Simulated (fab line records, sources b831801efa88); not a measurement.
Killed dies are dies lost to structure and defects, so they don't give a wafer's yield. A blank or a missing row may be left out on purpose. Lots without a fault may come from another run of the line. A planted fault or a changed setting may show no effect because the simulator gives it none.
A sampling plan put to the test | flow gf180mcu | one fab line, 20 faults that these records tell of, each judged on the records of the lots that it struck
The plan is the line's own looks: the steps of the route at which a gauge or an inspection reads the wafer and doesn't change it. A look can be judged if struck wafers have a number there and the file gives its usual mean and standard deviation on fault-free wafers. Caught: at a look after the fault's first step, the mean of the struck wafers lies 4 or more of those standard deviations (sigma) from the usual mean. On the tool: the same test on the tool's own readings at the fault's steps. Another recipe on the struck wafers, or a record that is blank for them alone, also counts as caught.

THE FAULTS, as the simulator had put them in
1. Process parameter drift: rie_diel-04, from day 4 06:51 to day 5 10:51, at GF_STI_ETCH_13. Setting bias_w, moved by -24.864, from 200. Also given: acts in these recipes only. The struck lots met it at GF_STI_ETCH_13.
2. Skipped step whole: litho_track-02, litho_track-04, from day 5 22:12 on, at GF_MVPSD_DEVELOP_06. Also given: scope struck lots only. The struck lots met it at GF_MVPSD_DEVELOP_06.
3. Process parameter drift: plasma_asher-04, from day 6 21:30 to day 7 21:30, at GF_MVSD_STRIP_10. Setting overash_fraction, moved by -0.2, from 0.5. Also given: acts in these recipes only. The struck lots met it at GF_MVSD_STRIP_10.
4. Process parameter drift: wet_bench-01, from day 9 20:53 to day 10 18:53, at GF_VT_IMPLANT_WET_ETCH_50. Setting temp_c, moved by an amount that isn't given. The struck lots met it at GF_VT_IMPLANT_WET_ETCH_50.
5. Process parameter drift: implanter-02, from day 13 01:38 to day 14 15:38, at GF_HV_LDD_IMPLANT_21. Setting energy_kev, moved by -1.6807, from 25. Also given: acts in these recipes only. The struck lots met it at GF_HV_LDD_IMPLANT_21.
6. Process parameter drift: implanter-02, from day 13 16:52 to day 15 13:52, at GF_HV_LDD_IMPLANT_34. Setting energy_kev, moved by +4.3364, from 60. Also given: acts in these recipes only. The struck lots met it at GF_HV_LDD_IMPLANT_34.
7. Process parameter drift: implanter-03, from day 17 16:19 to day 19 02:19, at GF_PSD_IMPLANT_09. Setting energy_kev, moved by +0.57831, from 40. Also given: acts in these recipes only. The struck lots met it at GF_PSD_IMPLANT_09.
8. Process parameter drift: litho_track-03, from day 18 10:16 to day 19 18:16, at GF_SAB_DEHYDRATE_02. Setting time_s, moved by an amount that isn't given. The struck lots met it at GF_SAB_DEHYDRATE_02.
9. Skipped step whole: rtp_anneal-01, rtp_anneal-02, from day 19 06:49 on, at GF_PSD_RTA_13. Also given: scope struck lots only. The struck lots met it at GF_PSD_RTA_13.
10. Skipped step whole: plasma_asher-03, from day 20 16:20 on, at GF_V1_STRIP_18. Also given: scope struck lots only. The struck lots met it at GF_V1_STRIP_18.
11. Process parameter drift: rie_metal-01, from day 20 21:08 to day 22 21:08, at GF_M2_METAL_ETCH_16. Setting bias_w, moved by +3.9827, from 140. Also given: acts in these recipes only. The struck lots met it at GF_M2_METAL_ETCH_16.
12. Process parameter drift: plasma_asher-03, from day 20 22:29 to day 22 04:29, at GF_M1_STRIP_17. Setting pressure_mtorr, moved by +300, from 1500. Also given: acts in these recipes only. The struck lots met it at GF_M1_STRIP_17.
13. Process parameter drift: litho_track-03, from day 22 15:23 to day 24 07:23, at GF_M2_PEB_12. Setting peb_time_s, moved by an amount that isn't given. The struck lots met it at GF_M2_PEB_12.
14. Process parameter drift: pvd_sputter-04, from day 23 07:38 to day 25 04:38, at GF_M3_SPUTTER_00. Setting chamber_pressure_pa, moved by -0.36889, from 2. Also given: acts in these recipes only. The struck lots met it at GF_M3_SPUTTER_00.
15. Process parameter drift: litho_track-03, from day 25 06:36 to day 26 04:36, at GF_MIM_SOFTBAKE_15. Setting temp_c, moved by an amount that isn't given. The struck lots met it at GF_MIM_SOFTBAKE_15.
16. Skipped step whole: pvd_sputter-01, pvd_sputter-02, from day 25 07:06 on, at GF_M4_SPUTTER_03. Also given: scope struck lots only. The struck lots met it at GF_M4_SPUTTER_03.
17. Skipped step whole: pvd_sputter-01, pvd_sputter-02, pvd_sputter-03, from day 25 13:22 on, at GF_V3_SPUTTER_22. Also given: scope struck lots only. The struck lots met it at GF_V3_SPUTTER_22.
18. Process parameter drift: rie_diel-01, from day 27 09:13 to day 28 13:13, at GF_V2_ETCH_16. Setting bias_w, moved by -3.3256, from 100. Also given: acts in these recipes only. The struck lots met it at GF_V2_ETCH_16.
19. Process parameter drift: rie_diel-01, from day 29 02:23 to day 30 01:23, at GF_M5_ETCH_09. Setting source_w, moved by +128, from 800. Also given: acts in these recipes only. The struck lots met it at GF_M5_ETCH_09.
20. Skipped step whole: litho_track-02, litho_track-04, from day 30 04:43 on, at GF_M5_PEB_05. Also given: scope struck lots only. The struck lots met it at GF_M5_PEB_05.

WHAT THE PLAN SAW
fault | on the tool itself                               | first look that catches it                      | reading, sigma                                     | median hours from its first step to that look | hours from the fault's start to the first struck lot there | judged looks passed uncaught
1     | bias_w -43 sigma                                 | none of the 2 looks that can be judged after it | -                                                  | -                                             | -                                                          | 2
2     | the tool's record is blank for the struck wafers | none of the 2 looks that can be judged after it | -                                                  | -                                             | -                                                          | 2
3     | oes_product_au +17 sigma                         | none of the 2 looks that can be judged after it | -                                                  | -                                             | -                                                          | 2
4     | temp_c -10 sigma                                 | no look after it can be judged                  | -                                                  | -                                             | -                                                          | 0
5     | beam_energy_keV -99 or beyond sigma              | not the one look that can be judged after it    | -                                                  | -                                             | -                                                          | 1
6     | beam_energy_keV +99 or beyond sigma              | none of the 3 looks that can be judged after it | strongest: HV_LDD_RS at GF_HV_LDD_RS_MEAS_53, -2.8 | -                                             | -                                                          | 3
7     | beam_energy_keV +45 sigma                        | none of the 2 looks that can be judged after it | -                                                  | -                                             | -                                                          | 2
8     | run_length_s +19 sigma                           | no look after it can be judged                  | -                                                  | -                                             | -                                                          | 0
9     | the tool's record is blank for the struck wafers | no look after it can be judged                  | -                                                  | -                                             | -                                                          | 0
10    | the tool's record is blank for the struck wafers | no look after it can be judged                  | -                                                  | -                                             | -                                                          | 0
11    | bias_w +9.3 sigma                                | no look after it can be judged                  | -                                                  | -                                             | -                                                          | 0
12    | chamber_pressure_mTorr +99 or beyond sigma       | not the one look that can be judged after it    | -                                                  | -                                             | -                                                          | 1
13    | heater_power_total_W +15 sigma                   | no look after it can be judged                  | -                                                  | -                                             | -                                                          | 0
14    | chamber_pressure_pa -94 sigma                    | no look after it can be judged                  | -                                                  | -                                             | -                                                          | 0
15    | heater_power_total_W +44 sigma                   | no look after it can be judged                  | -                                                  | -                                             | -                                                          | 0
16    | the tool's record is blank for the struck wafers | no look after it can be judged                  | -                                                  | -                                             | -                                                          | 0
17    | the tool's record is blank for the struck wafers | no look after it can be judged                  | -                                                  | -                                             | -                                                          | 0
18    | bias_w -11 sigma                                 | no look after it can be judged                  | -                                                  | -                                             | -                                                          | 0
19    | rf_fwd_power_W +30 sigma                         | no look after it can be judged                  | -                                                  | -                                             | -                                                          | 0
20    | the tool's record is blank for the struck wafers | no look after it can be judged                  | -                                                  | -                                             | -                                                          | 0
A dash: the fault isn't caught, or these records don't give the number.

Caught at a look: 0 of 20. Caught on the tool: 20 of 20. By one or the other: 20 of 20.
Caught on the tool alone: faults 1, 2, 3, 4, 5, 6, 7, 8, 9, 10, 11, 12, 13, 14, 15, 16, 17, 18, 19, 20.
